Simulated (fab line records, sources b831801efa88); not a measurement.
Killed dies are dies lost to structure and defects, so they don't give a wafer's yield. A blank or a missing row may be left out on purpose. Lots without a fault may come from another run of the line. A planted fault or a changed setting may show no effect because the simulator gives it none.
A struck lot beside a sound one | flow gf180mcu | 43 steps out of a route of 602
Sound: wafers L756.2, L756.3, L756.5. Struck: wafers L770.2, L770.6. (L770.5 of the same lot was not struck and is left out.) The cause comes at the end.
At each step with rows: each side's tool, then ch and its chambers, then its first start. Under that, the readings that differ: sound wafers | struck wafers | difference of the means | sigmas: that difference in standard deviations of wafers without a fault.
alike: readings whose means differ by less than 2 such deviations, and words and numbers that are the same on both sides. not compared: withheld readings, readings that some wafer has no value for, bounds like >300 that may hide the same value, and numbers for which the record gives no deviation and whose values overlap.
The two part at a step that has a row with sigmas, a row that says differs or no value, or rows on one side only. Numbers that don't overlap but have no deviation are shown without sigmas and don't part them. A reading that every wafer of one side lacks parts them only if that side has two wafers or more.

first, 2 steps without rows for these wafers: GF_V4_STRIP_19 (strips in post etch residue remover, time 1200 s); GF_V4_CLEAN_20 (cleans in DIW).
GF_V4_SPUTTER_21: material Ti, target thk 15 nm, time 80.02 s.
  sound on pvd_sputter-04, day 24 17:12; struck on pvd_sputter-04, day 29 11:25
  alike: chamber_pressure_pa, throttle_valve_pct
then, 2 steps without rows for these wafers: GF_V4_SPUTTER_22 (material TiN, target thk 10 nm, time 40 s); GF_V4_CVD_23 (deposits W, target thk 350 nm, time 104.9 s).
GF_V4_RS_MEAS_24: measures by four-point-probe.
  sound on film_metro-01, day 24 17:26; struck on film_metro-03, day 29 11:39
  alike: V4_W_RS
GF_V4_THK_MEAS_25: measures by xrf.
  sound on film_metro-01, day 24 17:32; struck on film_metro-03, day 29 11:46
  alike: V4_W_THK
then, 2 steps without rows for these wafers: GF_V4_CMP_26 (polishes, stops on SiO2, t overpolish 15 s, target thk 0 nm); GF_MIM_SPUTTER_00 (material Ti, target thk 37.5 nm, time 150 s).
GF_MIM_SPUTTER_01: material TiN, target thk 30 nm, time 25 s.
  sound on pvd_sputter-03, day 24 18:01; struck on pvd_sputter-01, day 29 12:13
  alike: chamber_pressure_pa, throttle_valve_pct
then, 2 steps without rows for these wafers: GF_MIM_SPUTTER_02 (material AlCu, target thk 450 nm, time 23.9 s); GF_MIM_SPUTTER_03 (material Ti, target thk 10 nm, time 6.7 s).
GF_MIM_SPUTTER_04: material TiN, target thk 50 nm, time 41.7 s.
  sound on pvd_sputter-03, day 24 18:06; struck on pvd_sputter-01, day 29 12:17
  reading                                 | sound                | struck        | difference | sigmas
  chamber_pressure_pa (Pa)                | 0.4006 0.4005 0.4000 | 0.3186 0.3180 | -0.0821    | -99 or more
  throttle_valve_pct (%)                  | 30.3 28.5 30.9       | 34.3 34.3     | +4.4       | +5
  model.TiN_of_MIM_SPUTTER_04.thk_nm (nm) | 49.83 50.02 50.88    | 51.5 51.61    | +1.3       |
then, 1 step without rows for these wafers: GF_MIM_CVD_05 (deposits Si3N4, target thk 42 nm, time 29.086 s).
GF_MIM_THK_MEAS_06:
  sound on film_metro-04, day 24 18:11; struck on film_metro-04, day 29 12:24
  alike: MIM_CVD_05_THK
GF_MIM_SPUTTER_07: material TiN, target thk 60 nm, time 50 s.
  sound on pvd_sputter-04, day 24 18:14; struck on pvd_sputter-04, day 29 12:27
  alike: chamber_pressure_pa, throttle_valve_pct
then, 1 step without rows for these wafers: GF_MIM_SPUTTER_08 (material AlCu, target thk 200 nm, time 10.6 s).
GF_MIM_SPUTTER_09: material TiN, target thk 35 nm, time 29.2 s.
  sound on pvd_sputter-04, day 24 18:18; struck on pvd_sputter-04, day 29 12:31
  alike: chamber_pressure_pa, throttle_valve_pct
GF_MIM_RS_MEAS_10: measures by four-point-probe.
  sound on film_metro-03, day 24 18:21; struck on film_metro-04, day 29 12:34
  alike: MIM_ALCU_RS
GF_MIM_THK_MEAS_11: measures by xrf.
  sound on film_metro-03, day 24 18:28; struck on film_metro-04, day 29 12:41
  alike: MIM_ALCU_THK
then, 18 steps without rows for these wafers: GF_MIM_DEHYDRATE_12 (time 60 s); GF_MIM_HMDS_13 (prime time 60 s); GF_MIM_COAT_14 (resist thk 1000 nm); GF_MIM_SOFTBAKE_15 (time 60 s); GF_MIM_EXPOSE_16 (exposes mask FuseTop, target cd 2000 nm); GF_MIM_PEB_17; GF_MIM_DEVELOP_18 (develop time 60 s); GF_MIM_METAL_ETCH_19 (etches the open film in Cl2/BCl3, stops on Si3N4, target depth 324.5 nm, time 54.1 s); GF_MIM_STRIP_20 (strips in O2/N2); GF_MIM_STRIP_21 (strips in post etch residue remover, time 1200 s); GF_MIM_CLEAN_22 (cleans in DIW); GF_M5_DEHYDRATE_00 (time 60 s); GF_M5_HMDS_01 (prime time 60 s); GF_M5_COAT_02 (resist thk 1000 nm); GF_M5_SOFTBAKE_03 (time 60 s); GF_M5_EXPOSE_04 (exposes mask Metal5, target cd 280 nm); GF_M5_PEB_05 (peb time 90 s); GF_M5_DEVELOP_06 (develop time 60 s).
GF_M5_CD_MEAS_07: target cd 280 nm.
  sound on cd_sem-02, day 26 13:43; struck on cd_sem-02, day 31 00:34
  alike: cd_nm
GF_M5_OVL_MEAS_08:
  sound on overlay-01, day 26 13:50; struck on overlay-02, day 31 00:41
  alike: M5_OVL
then, 1 step without rows for these wafers: GF_M5_ETCH_09 (etches Si3N4 in CF4/O2, target depth 52 nm, time 11.6 s).
GF_M5_METAL_ETCH_10: etches the open film in Cl2/BCl3, stops on SiO2, target depth 750.8 nm, time 125.1 s.
  sound on rie_metal-02 ch 0,1, day 26 13:53; struck on rie_metal-01 ch 0,1, day 31 00:44
  alike: drypump_motor_current_A, oes_product_au, throttle_valve_pct
  not compared: rf_hours_counter_h
GF_V5_STRIP_19: strips in post etch residue remover, time 1200 s.
  sound on wet_bench-01 ch 2, day 27 12:44; struck on wet_bench-01 ch 1, day 31 19:47
  reading                                 | sound            | struck     | difference | sigmas
  model.TiN_of_MIM_SPUTTER_04.thk_nm (nm) | 49.42 49.6 50.46 | 51.09 51.2 | +1.32      |
  alike: bath_heat_duty_pct

WHERE THEY PART
Only at GF_MIM_SPUTTER_04, within this record. Later steps at which nothing parts them and some readings are alike: GF_MIM_THK_MEAS_06, GF_MIM_SPUTTER_07, GF_MIM_SPUTTER_09, GF_MIM_RS_MEAS_10, GF_MIM_THK_MEAS_11, GF_M5_CD_MEAS_07, GF_M5_OVL_MEAS_08, GF_M5_METAL_ETCH_10, GF_V5_STRIP_19.

WHY: what the simulator had put in
Process parameter drift: pvd_sputter-01, from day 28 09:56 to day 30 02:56, at GF_MIM_SPUTTER_04. Setting chamber_pressure_pa, moved by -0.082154, from 0.4. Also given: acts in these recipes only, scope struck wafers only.
